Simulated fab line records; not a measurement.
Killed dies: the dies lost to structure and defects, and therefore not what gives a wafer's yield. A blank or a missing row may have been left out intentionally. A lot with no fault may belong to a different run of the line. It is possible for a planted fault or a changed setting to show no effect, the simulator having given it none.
Split-lot experiment -- flow sky130 -- 23 wafers read across 5 lots, on a route 708 steps long

## SPLIT DETAILS
At SKY_SD_N_IMPLANT_09, the setting energyKev was moved away from the recipe's 50 on 10 of the 23 wafers read, by -4.6% to -1.8%. For the rest of the wafers, this setting stayed at what the recipe calls for.

## FROM THE SPLIT TO THE READING: what the file shows between them, 4 steps
- SKY_SD_N_IMPLANT_10
- SKY_SD_N_STRIP_11: strips in O2/N2
- SKY_SD_N_CLEAN_13: cleans in SC1/SC2, time 150 s
- SKY_SD_N_RTA_14: time 2 s

## THE READING
At SKY_SD_N_RS_MEAS_16, a four-point-probe measurement gives SD_N_RS in ohm/sq. A value of 68.45 ohm/sq with a standard deviation of 0.12 ohm/sq is what fault-free wafers of this fab line usually give.

wafer,"tool, chamber at the split",energyKev as run,against the recipe,"SD_N_RS, ohm/sq",against lot-mates on the recipe
L074.1,"implanter-03, 0",47.96,-4.1%,70.14,+1.62
L074.2,"implanter-03, 0",47.96,-4.1%,70.06,+1.55
L074.4,"implanter-03, 0",50,recipe,68.51,-
L074.5,"implanter-03, 0",50,recipe,68.52,-
L074.6,"implanter-03, 0",47.96,-4.1%,70.00,+1.48
L076.1,"implanter-02, 0",47.95,-4.1%,69.76,+1.33
L076.2,"implanter-02, 0",50,recipe,68.52,-
L076.3,"implanter-02, 0",50,recipe,68.29,-
L076.4,"implanter-02, 0",47.95,-4.1%,69.87,+1.44
L076.5,"implanter-02, 0",50,recipe,68.49,-
L083.1,"implanter-04, 0",50,recipe,68.35,-
L083.2,"implanter-04, 0",49.1,-1.8%,69.15,+0.74
L083.3,"implanter-04, 0",49.1,-1.8%,69.00,+0.59
L083.4,"implanter-04, 0",50,recipe,68.47,-
L083.6,"implanter-04, 0",49.1,-1.8%,69.12,+0.71
L080.1,"implanter-04, 0",50,recipe,68.63,-
L080.2,"implanter-04, 0",50,recipe,68.38,-
L080.3,"implanter-04, 0",50,recipe,68.46,-
L085.1,"implanter-03, 0",50,recipe,68.12,-
L085.2,"implanter-03, 0",50,recipe,68.20,-
L085.3,"implanter-03, 0",47.72,-4.6%,69.95,+1.76
L085.4,"implanter-03, 0",47.72,-4.6%,69.89,+1.70
L085.5,"implanter-03, 0",50,recipe,68.26,-

THE FIT
A straight line over all 23 wafers: SD_N_RS changes by -0.366 ohm/sq for each +1% of energyKev; r = -0.98; the points scatter about the line by 0.15 ohm/sq.
The same after taking each lot's own level away (the mean of its wafers on the recipe; 23 wafers): -0.368 ohm/sq for each +1%; r = -0.99; scatter 0.086 ohm/sq.
Per that fit: largest energyKev move, reading shift of 1.7 ohm/sq.
The span of the lots' own levels, 68.193 to 68.515 ohm/sq, comes to 2.7 times the standard deviation stated above.
The two slopes agree, so the slope changes little with the lot-to-lot level.
Check: with one of the wafers moved furthest among these (-4.6%) left out of the fit, the line predicts +1.67 ohm/sq for it against its lot-mates. Against them it came out at +1.76 ohm/sq.

## THESE WAFERS: OTHER SPLITS
Before the reading, these wafers also passed through other splits. Each is held against what the fit with the lots' levels taken away leaves over:
other split on the same wafers,wafers away from the commonest value,r with SD_N_RS (lot level and that fit taken away)
SKY_LDD_HVN_COAT_02 resistThkNm,4,+0.11
SKY_LDD_HVN_IMPLANT_08 doseCm2,11,-0.33
SKY_POLY_CUT_COAT_03 spinRpm,5,+0.08
SKY_POLY_CUT_EXPOSE_05 doseMj,6,-0.15
SKY_SD_P_EXPOSE_04 doseMj,8,+0.04
SKY_SD_P_DEVELOP_06 developTimeS,3,+0.06
SKY_RES_XHIGH_IMPLANT_07 energyKev,10,+0.06

## THE WHOLE CHAIN: every reading that the file lists as answering this split, in the file's order
step,what it does,reading,change (the file's fit),r (the file's)
SKY_SD_N_IMPLANT_09,,"implant.rpNm (the simulator's own value, which no gauge read)",+0.269 nm for each +1% of the setting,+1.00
SKY_SD_N_IMPLANT_09,,"implant.drpNm (the simulator's own value, which no gauge read)",+0.106 nm for each +1% of the setting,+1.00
SKY_SD_N_STRIP_11,strips in O2/N2,stripTimeToEndpointS,withheld for each +1% of the setting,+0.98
SKY_SD_N_RS_MEAS_16,measures by four-point-probe,SD_N_RS,-0.367 for each +1% of the setting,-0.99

## FILE'S OWN FIT
SD_N_RS changes by -0.367 ohm/sq for each +1% of energyKev, r = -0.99.
